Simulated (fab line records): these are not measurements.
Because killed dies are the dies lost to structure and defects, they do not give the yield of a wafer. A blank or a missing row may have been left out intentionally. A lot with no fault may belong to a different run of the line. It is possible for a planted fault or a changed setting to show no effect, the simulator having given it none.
fab line records | flow sky130
record lots=10 | wafers=30 | last_day=50
route steps=708 shown POLY_GATE@232 LDD_P@265 LDD_HVP@287 POLY_CUT@309 PAD_OPEN@708
lots with no fault: from the same line, run without faults
start_h: the number of hours between the record's first day and the start of the first shown wafer of the lot | wait_h: hours since the lot's step before | " as in the row above | L1.1+2: several wafers, shown together as one row | - no value present, or no start provided | * or withheld: withheld | < > ~ a bound
route shown NAME@n: names a module that has steps shown in the file, with the first one's number in the route | usual: average and standard deviation across the fault-free wafers | same: alike in all rows | chamber/n: place in a boat | sites: readings site by site | _std_site: the standard deviation of these | _edge_site: the outer-site mean with the inner-site mean subtracted | radius_mm: how far each site lies from the wafer's centre | mask NAME#n: copy n | behind: tool/chamber where the wafer was last shaped | hold: cause of the lot's hold/its duration in hours/its outcome | device: transistor that didn't switch, given as n, p or np | end of line: the route-end tests of the same wafers | a step with no rows: only its recipe | killed: count of dies lost to structure and defects at first sort (not the wafer's yield) | map: shows each die of a wafer: x if killed, . if not, _ if none is there
set.NAME: the setting the step ran with; set.NAME@STEP: the setting that earlier step ran with | model.NAME: the simulator's own value behind a step, which no gauge read
steps of the route over a sample of lots; a table a step, a row a wafer
services: a tool's chamber out of use, with start hour (start_h, from the record's first day; less than 0 if before it), hours out, and reason
## steps
# step SKY_POLY_GATE_STRIP_18
# recipe chemistry=O2/N2 | power_w=1400 | pressure_mtorr=1500 | platen_temp_c=withheld | o2_flow_sccm=3000 | n2_flow_sccm=300 | overash_fraction=0.5
# usual drypump_motor_current_A=5.5/0.35 | oes_product_au=0.361/0.0046 | strip_time_to_endpoint_s=3.18/0.032
lot.wafer | tool            | chamber | start_h | wait_h | drypump_motor_current_A | oes_product_au | rf_hours_counter_h | strip_time_to_endpoint_s
L834.1    | plasma_asher-04 | 1       | 397.41  | 0.0    | 5.8                     | 0.366          | 72                 | 3.17
L834.2    | "               | 0       | "       | "      | 5.9                     | 0.355          | 72                 | 3.19
L834.5    | "               | 0       | "       | "      | 5.9                     | 0.366          | -                  | 3.14
L835.1    | plasma_asher-02 | 0       | 406.40  | 0.0    | 5.7                     | 0.361          | 71                 | 3.23
L835.3    | "               | 0       | "       | "      | 5.7                     | 0.358          | -                  | 3.16
L835.6    | "               | 0       | "       | "      | 5.7                     | 0.359          | -                  | 3.17
L836.2    | plasma_asher-01 | 0       | 418.40  | 0.0    | 5.4                     | 0.358          | 30                 | 3.15
L836.3    | "               | 1       | "       | "      | 5.3                     | 0.359          | -                  | 3.18
L836.4    | "               | 0       | "       | "      | 5.4                     | 0.353          | -                  | 3.14
L838.2    | plasma_asher-04 | 1       | 456.25  | 0.0    | 5.8                     | 0.360          | 78                 | 3.15
L838.3    | "               | 0       | "       | "      | 5.9                     | 0.363          | -                  | 3.21
L838.4    | "               | 1       | "       | "      | 5.8                     | 0.362          | -                  | 3.24
L842.3    | plasma_asher-02 | 0       | 500.26  | 0.1    | 5.7                     | 0.363          | -                  | 3.21
L842.4    | "               | 1       | "       | "      | 4.7                     | 0.362          | -                  | 3.19
L842.5    | "               | 1       | "       | "      | 4.7                     | 0.353          | -                  | 3.17
L844.4    | plasma_asher-04 | 1       | 504.48  | 0.1    | 5.8                     | 0.362          | -                  | 3.18
L844.5    | "               | 0       | "       | "      | 5.8                     | 0.364          | -                  | 3.22
L844.6    | "               | 1       | "       | "      | 5.8                     | 0.357          | -                  | 3.18
L845.1    | plasma_asher-01 | 0       | 510.55  | 0.0    | 5.4                     | 0.361          | 40                 | 3.21
L845.3    | "               | 0       | "       | "      | 5.4                     | 0.359          | -                  | 3.18
L845.4    | "               | 1       | "       | "      | 5.3                     | 0.367          | -                  | 3.22
L849.1    | plasma_asher-04 | 0       | 550.90  | 0.0    | 5.9                     | 0.360          | 87                 | 3.18
L849.3    | "               | 0       | "       | "      | 5.9                     | 0.363          | -                  | 3.23
L849.6    | "               | 1       | "       | "      | 5.7                     | 0.362          | -                  | 3.21
L851.1    | plasma_asher-02 | 0       | 558.25  | 0.0    | 5.7                     | 0.353          | 12                 | 3.21
L851.3    | "               | 1       | "       | "      | 4.7                     | 0.361          | -                  | 3.23
L851.6    | "               | 0       | "       | "      | 5.7                     | 0.359          | -                  | 3.17
L852.1    | plasma_asher-04 | 0       | 562.86  | 0.0    | 5.9                     | 0.361          | 89                 | 3.14
L852.3    | "               | 1       | "       | "      | 5.8                     | 0.362          | -                  | 3.18
L852.5    | "               | 0       | "       | "      | 5.8                     | 0.361          | -                  | 3.18
# step SKY_LDD_P_STRIP_10
# recipe chemistry=O2/N2 | power_w=1400 | pressure_mtorr=1500 | platen_temp_c=withheld | o2_flow_sccm=3000 | n2_flow_sccm=300 | overash_fraction=0.5
# usual drypump_motor_current_A=5.6/0.49 | oes_product_au=0.715/0.0048 | strip_time_to_endpoint_s=14.17/0.037
lot.wafer | tool            | chamber | start_h | wait_h | drypump_motor_current_A | oes_product_au | rf_hours_counter_h | strip_time_to_endpoint_s
L834.1    | plasma_asher-02 | 0       | 460.20  | 0.1    | 5.7                     | 0.717          | 3                  | 14.19
L834.2    | "               | 1       | "       | "      | 4.7                     | 0.705          | 3                  | 14.21
L834.5    | "               | 1       | "       | "      | 4.7                     | 0.712          | -                  | 14.22
L835.1    | plasma_asher-02 | 0       | 470.05  | 0.1    | 5.7                     | 0.720          | 4                  | 14.17
L835.3    | "               | 1       | "       | "      | 4.7                     | 0.714          | -                  | 14.17
L835.6    | "               | 0       | "       | "      | 5.7                     | 0.717          | -                  | 14.17
L836.2    | plasma_asher-01 | 0       | 481.81  | 0.1    | 5.4                     | 0.714          | 37                 | 14.18
L836.3    | "               | 1       | "       | "      | 5.3                     | 0.713          | -                  | 14.22
L836.4    | "               | 0       | "       | "      | 5.4                     | 0.713          | -                  | 14.18
L838.2    | plasma_asher-03 | 0       | 522.13  | 0.1    | 6.2                     | 0.705          | 69                 | 14.17
L838.3    | "               | 1       | "       | "      | 5.9                     | 0.722          | -                  | 14.13
L838.4    | "               | 0       | "       | "      | 6.2                     | 0.715          | -                  | 14.18
L842.3    | plasma_asher-03 | 1       | 563.09  | 0.1    | 5.8                     | 0.718          | -                  | 14.18
L842.4    | "               | 0       | "       | "      | 6.2                     | 0.717          | -                  | 14.16
L842.5    | "               | 1       | "       | "      | 5.9                     | 0.715          | -                  | 14.15
L844.4    | plasma_asher-03 | 1       | 568.04  | 0.1    | 5.9                     | 0.716          | -                  | 14.10
L844.5    | "               | 1       | "       | "      | 5.8                     | 0.717          | -                  | 14.13
L844.6    | "               | 0       | "       | "      | 6.2                     | 0.707          | -                  | 14.11
L845.1    | plasma_asher-01 | 1       | 572.43  | 0.1    | 5.3                     | 0.722          | 46                 | 14.16
L845.3    | "               | 0       | "       | "      | 5.4                     | 0.716          | -                  | 14.16
L845.4    | "               | 1       | "       | "      | 5.3                     | 0.722          | -                  | 14.10
L849.1    | plasma_asher-01 | 1       | 612.23  | 0.1    | 5.3                     | 0.719          | 50                 | 14.22
L849.3    | "               | 0       | "       | "      | 5.4                     | 0.714          | -                  | 14.13
L849.6    | "               | 0       | "       | "      | 5.4                     | 0.721          | -                  | 14.22
L851.1    | plasma_asher-03 | 1       | 620.08  | 0.1    | 5.9                     | 0.716          | 79                 | 14.21
L851.3    | "               | 1       | "       | "      | 5.9                     | 0.720          | -                  | 14.23
L851.6    | "               | 0       | "       | "      | 6.2                     | 0.708          | -                  | 14.21
L852.1    | plasma_asher-02 | 1       | 624.46  | 0.1    | 4.7                     | 0.711          | 18                 | 14.13
L852.3    | "               | 1       | "       | "      | 4.7                     | 0.711          | -                  | 14.15
L852.5    | "               | 0       | "       | "      | 5.7                     | 0.711          | -                  | 14.14
# step SKY_LDD_HVP_STRIP_09
# recipe chemistry=O2/N2 | power_w=1400 | pressure_mtorr=1500 | platen_temp_c=withheld | o2_flow_sccm=3000 | n2_flow_sccm=300 | overash_fraction=0.5
# usual drypump_motor_current_A=5.5/0.37 | oes_product_au=0.409/0.0045 | strip_time_to_endpoint_s=4.129/0.015
lot.wafer | tool            | chamber | start_h | wait_h | drypump_motor_current_A | oes_product_au | rf_hours_counter_h | strip_time_to_endpoint_s
L834.1    | plasma_asher-01 | 0       | 521.14  | 0.1    | 5.4                     | 0.415          | 41                 | 4.146
L834.2    | "               | 1       | "       | "      | 5.3                     | 0.409          | 41                 | 4.135
L834.5    | "               | 1       | "       | "      | 5.3                     | 0.404          | -                  | 4.132
L835.1    | plasma_asher-04 | 0       | 530.74  | 0.1    | 5.9                     | 0.412          | 85                 | 4.143
L835.3    | "               | 0       | "       | "      | 5.9                     | 0.408          | -                  | 4.142
L835.6    | "               | 1       | "       | "      | 5.8                     | 0.408          | -                  | 4.135
L836.2    | plasma_asher-01 | 1       | 542.89  | 0.1    | 5.3                     | 0.410          | 43                 | 4.121
L836.3    | "               | 1       | "       | "      | 5.3                     | 0.416          | -                  | 4.121
L836.4    | "               | 0       | "       | "      | 5.4                     | 0.416          | -                  | 4.125
L838.2    | plasma_asher-04 | 1       | 580.99  | 0.1    | 5.8                     | 0.414          | 91                 | 4.131
L838.3    | "               | 0       | "       | "      | 5.9                     | 0.402          | -                  | 4.117
L838.4    | "               | 1       | "       | "      | 5.8                     | 0.403          | -                  | 4.145
L842.3    | plasma_asher-01 | 1       | 622.79  | 0.1    | 5.3                     | 0.400          | -                  | 4.111
L842.4    | "               | 0       | "       | "      | 5.4                     | 0.415          | -                  | 4.119
L842.5    | "               | 0       | "       | "      | 5.4                     | 0.405          | -                  | 4.118
L844.4    | plasma_asher-04 | 1       | 626.78  | 0.1    | 5.8                     | 0.410          | -                  | 4.123
L844.5    | "               | 1       | "       | "      | 5.8                     | 0.403          | -                  | 4.115
L844.6    | "               | 0       | "       | "      | 5.9                     | 0.405          | -                  | 4.131
L845.1    | plasma_asher-04 | 0       | 631.14  | 0.1    | 5.8                     | 0.401          | 96                 | 4.112
L845.3    | "               | 0       | "       | "      | 5.8                     | 0.398          | -                  | 4.142
L845.4    | "               | 1       | "       | "      | 5.8                     | 0.406          | -                  | 4.135
L849.1    | plasma_asher-02 | 1       | 669.09  | 0.1    | 4.7                     | 0.411          | 24                 | 4.102
L849.3    | "               | 1       | "       | "      | 4.7                     | 0.417          | -                  | 4.114
L849.6    | "               | 1       | "       | "      | 4.7                     | 0.409          | -                  | 4.111
L851.1    | plasma_asher-02 | 1       | 676.36  | 0.1    | 4.7                     | 0.408          | 25                 | 4.144
L851.3    | "               | 1       | "       | "      | 4.7                     | 0.403          | -                  | 4.134
L851.6    | "               | 1       | "       | "      | 4.7                     | 0.413          | -                  | 4.138
L852.1    | plasma_asher-02 | 0       | 681.41  | 0.1    | 5.7                     | 0.412          | 25                 | 4.141
L852.3    | "               | 0       | "       | "      | 5.7                     | 0.406          | -                  | 4.115
L852.5    | "               | 0       | "       | "      | 5.7                     | 0.406          | -                  | 4.122
# step SKY_POLY_CUT_COAT_02
# recipe resist=BARC | temp_c=withheld | time_s=withheld | spin_rpm=3000 | resist_thk_nm=60
lot.wafer  | tool           | chamber | start_h | wait_h
L834.1+2+5 | litho_track-04 | 0       | 568.56  | 0.1
L835.1+3+6 | litho_track-02 | 0       | 576.87  | 0.1
L836.2+3+4 | litho_track-02 | 0       | 589.25  | 0.1
L838.2+3+4 | litho_track-02 | 0       | 628.65  | 0.1
L842.3+4+5 | litho_track-02 | 0       | 668.37  | 0.1
L844.4+5+6 | litho_track-02 | 0       | 671.60  | 0.1
L845.1+3+4 | litho_track-03 | 0       | 676.80  | 0.1
L849.1+3+6 | litho_track-04 | 0       | 715.75  | 0.1
L851.1+3+6 | litho_track-03 | 0       | 722.50  | 0.1
L852.1+3+5 | litho_track-04 | 0       | 726.85  | 0.1
# step SKY_POLY_CUT_ETCH_10
# recipe chemistry=N2/H2 | target=BARC | ion_energy_ev=200 | source_w=500 | bias_w=100 | pressure_mtorr=30 | n2_flow_sccm=100 | h2_flow_sccm=200 | stop_on=SiO2 | time_s=45.9 | target_depth_a=600
# usual drypump_motor_current_A=5.7/0.45 | oes_product_au=0.855/0.0052 | throttle_valve_pct=13.225/0.0099
lot.wafer | tool        | chamber | start_h | wait_h | drypump_motor_current_A | oes_product_au | rf_hours_counter_h | throttle_valve_pct
L834.1    | rie_diel-01 | 1       | 583.96  | 0.0    | 5.9                     | 0.844          | 9                  | 13.216
L834.2    | "           | 2       | "       | "      | 5.2                     | 0.858          | 11                 | 13.224
L834.5    | "           | 1       | "       | "      | 6.0                     | 0.862          | -                  | 13.235
L835.1    | rie_diel-04 | 3       | 593.16  | 0.0    | 6.6                     | 0.849          | 9                  | 13.224
L835.3    | "           | 0       | "       | "      | 4.9                     | 0.862          | 5                  | 13.224
L835.6    | "           | 2       | "       | "      | 5.6                     | 0.864          | -                  | 13.223
L836.2    | rie_diel-04 | 2       | 604.40  | 0.0    | 5.6                     | 0.856          | 13                 | 13.218
L836.3    | "           | 3       | "       | "      | 6.6                     | 0.858          | 10                 | 13.250
L836.4    | "           | 1       | "       | "      | 5.7                     | 0.862          | 4                  | 13.228
L838.2    | rie_diel-03 | 1       | 642.83  | 0.0    | 5.7                     | 0.861          | 35                 | 13.235
L838.3    | "           | 3       | "       | "      | 5.8                     | 0.851          | 2                  | 13.211
L838.4    | "           | 2       | "       | "      | 5.4                     | 0.851          | 34                 | 13.225
L842.3    | rie_diel-03 | 1       | 683.13  | 0.0    | 5.7                     | 0.905          | 36                 | 13.241
L842.4    | "           | 2       | "       | "      | 5.5                     | 0.896          | 35                 | 13.228
L842.5    | "           | 1       | "       | "      | 5.7                     | 0.891          | -                  | 13.232
L844.4    | rie_diel-03 | 3       | 687.01  | 0.0    | 5.8                     | 0.894          | 3                  | 13.250
L844.5    | "           | 3       | "       | "      | 5.8                     | 0.901          | -                  | 13.231
L844.6    | "           | 0       | "       | "      | 5.8                     | 0.903          | -                  | 13.238
L845.1    | rie_diel-03 | 0       | 692.19  | 0.0    | 5.8                     | 0.859          | 11                 | 13.219
L845.3    | "           | 2       | "       | "      | 5.4                     | 0.855          | 35                 | 13.207
L845.4    | "           | 1       | "       | "      | 5.7                     | 0.858          | 36                 | 13.210
L849.1    | rie_diel-04 | 3       | 729.28  | 0.0    | 6.7                     | 0.848          | 12                 | 13.212
L849.3    | "           | 1       | "       | "      | 5.7                     | 0.850          | 7                  | 13.224
L849.6    | "           | 3       | "       | "      | 6.7                     | 0.851          | -                  | 13.218
L851.1    | rie_diel-01 | 0       | 736.46  | 0.0    | 5.4                     | 0.861          | 7                  | 13.235
L851.3    | "           | 2       | "       | "      | 5.2                     | 0.849          | 14                 | 13.227
L851.6    | "           | 1       | "       | "      | 6.0                     | 0.855          | -                  | 13.218
L852.1    | rie_diel-01 | 1       | 740.55  | 0.0    | 5.9                     | 0.844          | 13                 | 13.221
L852.3    | "           | 2       | "       | "      | 5.1                     | 0.850          | 14                 | 13.228
L852.5    | "           | 0       | "       | "      | 5.4                     | 0.850          | -                  | 13.235
# step SKY_POLY_CUT_STRIP_12
# recipe chemistry=O2/N2 | power_w=1400 | pressure_mtorr=1500 | platen_temp_c=withheld | o2_flow_sccm=3000 | n2_flow_sccm=300 | overash_fraction=0.5
# usual drypump_motor_current_A=5.4/0.43 | oes_product_au=0.452/0.0046 | strip_time_to_endpoint_s=5.354/0.015
lot.wafer | tool            | chamber | start_h | wait_h | drypump_motor_current_A | oes_product_au | rf_hours_counter_h | strip_time_to_endpoint_s
L834.1    | plasma_asher-01 | 1       | 584.04  | 0.0    | 5.3                     | 0.447          | 47                 | 5.340
L834.2    | "               | 0       | "       | "      | 5.4                     | 0.451          | 47                 | 5.348
L834.5    | "               | 0       | "       | "      | 5.4                     | 0.455          | -                  | 5.359
L835.1    | plasma_asher-01 | 0       | 593.24  | 0.0    | 5.4                     | 0.455          | 48                 | 5.377
L835.3    | "               | 0       | "       | "      | 5.4                     | 0.451          | -                  | 5.376
L835.6    | "               | 0       | "       | "      | 5.4                     | 0.463          | -                  | 5.364
L836.2    | plasma_asher-02 | 0       | 604.49  | 0.0    | 5.7                     | 0.455          | 16                 | 5.369
L836.3    | "               | 1       | "       | "      | 4.7                     | 0.456          | -                  | 5.382
L836.4    | "               | 0       | "       | "      | 5.7                     | 0.447          | -                  | 5.364
L838.2    | plasma_asher-02 | 0       | 642.91  | 0.0    | 5.7                     | 0.453          | 21                 | 5.340
L838.3    | "               | 0       | "       | "      | 5.7                     | 0.461          | -                  | 5.369
L838.4    | "               | 1       | "       | "      | 4.7                     | 0.453          | -                  | 5.371
L842.3    | plasma_asher-01 | 1       | 683.24  | 0.1    | 5.3                     | 0.452          | -                  | 5.407
L842.4    | "               | 0       | "       | "      | 5.4                     | 0.444          | -                  | 5.422
L842.5    | "               | 0       | "       | "      | 5.4                     | 0.452          | -                  | 5.423
L844.4    | plasma_asher-02 | 1       | 687.13  | 0.1    | 4.7                     | 0.461          | -                  | 5.423
L844.5    | "               | 1       | "       | "      | 4.7                     | 0.454          | -                  | 5.414
L844.6    | "               | 0       | "       | "      | 5.7                     | 0.461          | -                  | 5.422
L845.1    | plasma_asher-02 | 0       | 692.27  | 0.0    | 5.7                     | 0.447          | 26                 | 5.348
L845.3    | "               | 0       | "       | "      | 5.7                     | 0.454          | -                  | 5.371
L845.4    | "               | 1       | "       | "      | 4.7                     | 0.451          | -                  | 5.365
L849.1    | plasma_asher-02 | 0       | 729.36  | 0.0    | 5.7                     | 0.457          | 31                 | 5.355
L849.3    | "               | 0       | "       | "      | 5.7                     | 0.451          | -                  | 5.357
L849.6    | "               | 1       | "       | "      | 4.7                     | 0.450          | -                  | 5.349
L851.1    | plasma_asher-03 | 1       | 736.54  | 0.0    | 5.9                     | 0.450          | 83                 | 5.353
L851.3    | "               | 0       | "       | "      | 6.3                     | 0.450          | -                  | 5.362
L851.6    | "               | 0       | "       | "      | 6.2                     | 0.457          | -                  | 5.344
L852.1    | plasma_asher-02 | 0       | 740.64  | 0.0    | 5.7                     | 0.447          | 33                 | 5.358
L852.3    | "               | 1       | "       | "      | 4.7                     | 0.451          | -                  | 5.328
L852.5    | "               | 1       | "       | "      | 4.7                     | 0.451          | -                  | 5.344
# step SKY_PAD_OPEN_PROBE_99
# usual killed_at_M0_to_M3=43/7.8 | killed_at_M4_up=3.2/1.7 | killed_at_contacts=24/5.2 | killed_at_front_end=15/4.5 | killed_at_other=0.4/0.65 | killed_dies=87/9.1 | killed_on_rim=17/3.5 | killed_open=47/7.3 | killed_short=40/6.5
# same gross_dies=492 | killed_at_back_side=0
lot.wafer | tool      | chamber | start_h | wait_h | killed_at_M0_to_M3 | killed_at_M4_up | killed_at_contacts | killed_at_front_end | killed_at_other | killed_dies | killed_on_rim | killed_open | killed_short
L844.5    | prober-01 | -       | 1162.49 | 0.2    | 37                 | 3               | 28                 | 14                  | 1               | 83          | 19            | 45          | 38
L844.6    | prober-01 | -       | 1162.54 | 0.2    | 38                 | 7               | 23                 | 11                  | 1               | 80          | 17            | 38          | 42
# killed by level:class
L844.5 CONTACT:geometric_particle:open=11 VIA3:geometric_particle:open=8 VIA1:geometric_particle:open=6 METAL1:geometric_particle:short=5 FIELD_ISO:geometric_particle:short=4 LI_CONTACT:geometric_particle:open=4 LOCAL_INTERCONNECT:geometric_particle:short=4 VIA3:geometric_particle:short=4
L844.6 CONTACT:geometric_particle:open=9 CONTACT:geometric_particle:short=8 VIA1:geometric_particle:open=7 VIA3:geometric_particle:open=7 METAL1:geometric_particle:short=5 METAL4:geometric_particle:short=5 VIA1:geometric_particle:short=4 VIA2:geometric_particle:open=4
## services
tool            | chamber | start_h | hours | kind
rie_diel-03     | 3       | 401.41  | 18.4  | repair
plasma_asher-02 | -       | 407.46  | 2.8   | repair
plasma_asher-02 | -       | 417.76  | 3.4   | repair
plasma_asher-02 | -       | 421.30  | 9.0   | pm
plasma_asher-03 | -       | 446.86  | 0.5   | repair
rie_diel-01     | 2       | 453.89  | 3.9   | repair
plasma_asher-03 | -       | 461.83  | 0.6   | repair
rie_diel-01     | 0       | 468.28  | 34.2  | repair
plasma_asher-02 | -       | 472.71  | 2.8   | pm
rie_diel-03     | 3       | 505.00  | 23.4  | repair
plasma_asher-02 | -       | 506.82  | 0.8   | repair
rie_diel-04     | 0       | 542.21  | 10.9  | repair
plasma_asher-02 | -       | 547.54  | 4.0   | repair
plasma_asher-03 | -       | 622.40  | 82.2  | repair
rie_diel-01     | 0       | 635.23  | 5.8   | repair
rie_diel-01     | -       | 636.04  | 2.8   | pm
rie_diel-04     | 1       | 642.08  | 8.2   | repair
rie_diel-01     | 0       | 646.89  | 18.4  | repair
rie_diel-04     | 2       | 658.31  | 6.6   | repair
rie_diel-01     | 2       | 686.71  | 35.9  | repair
plasma_asher-01 | -       | 710.08  | 14.6  | pm
rie_diel-01     | 0       | 720.45  | 3.4   | repair
plasma_asher-04 | -       | 733.75  | 9.0   | pm
rie_diel-03     | -       | 735.82  | 14.6  | pm
## key
first_sign step=SKY_POLY_CUT_ETCH_10 | reading=oes_product_au | direction=up | sigmas=8.4 | usual=0.855 | struck=0.898
effect step=SKY_POLY_CUT_STRIP_12 | reading=strip_time_to_endpoint_s | direction=up | sigmas=4.2 | usual=* | struck=*
met_at SKY_POLY_CUT_COAT_02
struck_lots L842,L844
tester_left_out L842,L844
not_acting_at SKY_POLY_GATE_STRIP_18,SKY_LDD_P_STRIP_10,SKY_LDD_HVP_STRIP_09
onset_between 628.65 668.37
fault kind=process_parameter_drift | tool=litho_track-02 | chamber=- | onset_h=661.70 | steps=SKY_POLY_CUT_COAT_02 | channel=resist_thk_nm | offset=5.4972 | shape=step | end_h=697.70 | acts_in=these_recipes_only | stated=60
# tester_left_out: of these lots the tester's yield and bins aren't shown, on N5 and GAA mostly nor the transistor test; their killed dies are dies lost to structure and defects alone, not to doping, threshold or leakage, so they don't give the yield
